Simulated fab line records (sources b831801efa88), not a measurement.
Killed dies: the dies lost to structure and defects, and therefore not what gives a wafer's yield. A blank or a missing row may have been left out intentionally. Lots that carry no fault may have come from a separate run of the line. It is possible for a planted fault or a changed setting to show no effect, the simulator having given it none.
Code-filled problem report in 8D (eight disciplines) form :: flow gf180mcu :: the parts of the form that need people (team, actions taken, sign-off) are left out

## 1. THE PROBLEM
Wafers free of any fault read 46.16 ohm/sq (standard deviation 0.097) for NSD_RS at GF_PSD_RS_MEAS_14, against a mean of 43.60 ohm/sq on 3 wafers of 2 lots. Measured from the usual mean, that is -26 standard deviations.
The step: measures by four-point-probe.
Earliest sighting: wafer L569.4 on filmMetro-01 at day 16 04:16. At this step, 38 wafers from 13 lots have a number in the record. Rule for "out", or "out of limits": more than 4 standard deviations from the usual mean. The rest of the wafers with a number are treated as sound.

## 2. WHAT IT IS; WHAT IT IS NOT
question: which readings at this step
is: NSD_RS
is not: -

question: which lots
is: L569, L570
is not: L563, L564, L565, L566, L567, L578, L580, L582, L583, L584, L586

question: which wafers of those lots
is: L569.4, L569.6, L570.6
is not: L569.3, L570.2

question: read on which gauges
is: filmMetro-01, filmMetro-04
is not: filmMetro-02

question: when
is: from day 16 04:16
is not: up to then (16 sound wafers); but 19 sound wafers of L570, L578, L580, L582, L583, L584, L586 came after

## 3. WHAT RULES OUT EACH SUSPECT
Counting: any tool at a process step up to the reading remains a suspect provided it ran every lot that is out. Sound lots after the first of them don't rule it out here, since some wafers of a struck lot are sound.
- ruled out: the gauge at GF_PSD_RS_MEAS_14. 2 gauges (filmMetro-01, filmMetro-04) read the wafers that are out.
- rtpAnneal-02 at GF_PSD_RTA_13 (time 20 s): kept. Ran every lot that is out, first one L569 (day 16 04:10); last sound lot up to then L567 (day 15 11:03). Out on those wafers are its own readings of runLengthS.
Remaining after the count: rtpAnneal-02 at GF_PSD_RTA_13.

## 4. THE CAUSE (what the simulator had put in)
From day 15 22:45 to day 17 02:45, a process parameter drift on rtpAnneal-02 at GF_PSD_RTA_13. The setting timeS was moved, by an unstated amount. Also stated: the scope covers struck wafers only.
The count eliminated every tool but this one.

## 5. SEQUENCE OF EFFECTS, ordered by route
Each row: a reading where the mean over the struck wafers with a number is more than 3 standard deviations away from the usual. Only readings whose record carries a usual standard deviation are examined. hours: median over the lots of the time between each lot's start at the first step of this table that gives one and its start at this step. sigmas: the change, counted in usual standard deviations.
hours: 0
step: GF_PSD_RTA_13
reading: runLengthS
usual: 48.5 s
on struck wafers: 60.7
change: +12.2
sigmas: +26

hours: 0
step: GF_PSD_RS_MEAS_14
reading: NSD_RS
usual: 46.16 ohm/sq
on struck wafers: 43.60
change: -2.56
sigmas: -26

hours: 3
step: GF_PSD_RS_MEAS_15
reading: PSD_RS
usual: 108.6 ohm/sq
on struck wafers: 103.6
change: -5.0
sigmas: -16
The process steps in it:
- GF_PSD_RTA_13: time 20 s.
Later steps that measure or inspect, where all struck wafers having a row at the step show a number for every such reading and not one has moved that far: GF_CONTACT_THK_MEAS_03, GF_CONTACT_CD_MEAS_14.

## 6. HOW IT WOULD HAVE BEEN CAUGHT EARLIER
6 hours passed between the start of the fault at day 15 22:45 and the first reading out of limits at a measuring or inspecting step in this record, taken at day 16 04:16.
At GF_PSD_RTA_13, the tool's own readings (runLengthS) were out on each struck wafer the step has a row for, so an alarm limit on them would have fired on the first such wafer.
L570, from the lots that are out (2), started GF_PSD_RTA_13 on rtpAnneal-02 later than day 16 04:16. It would have been spared by a hold on the tool at that moment.
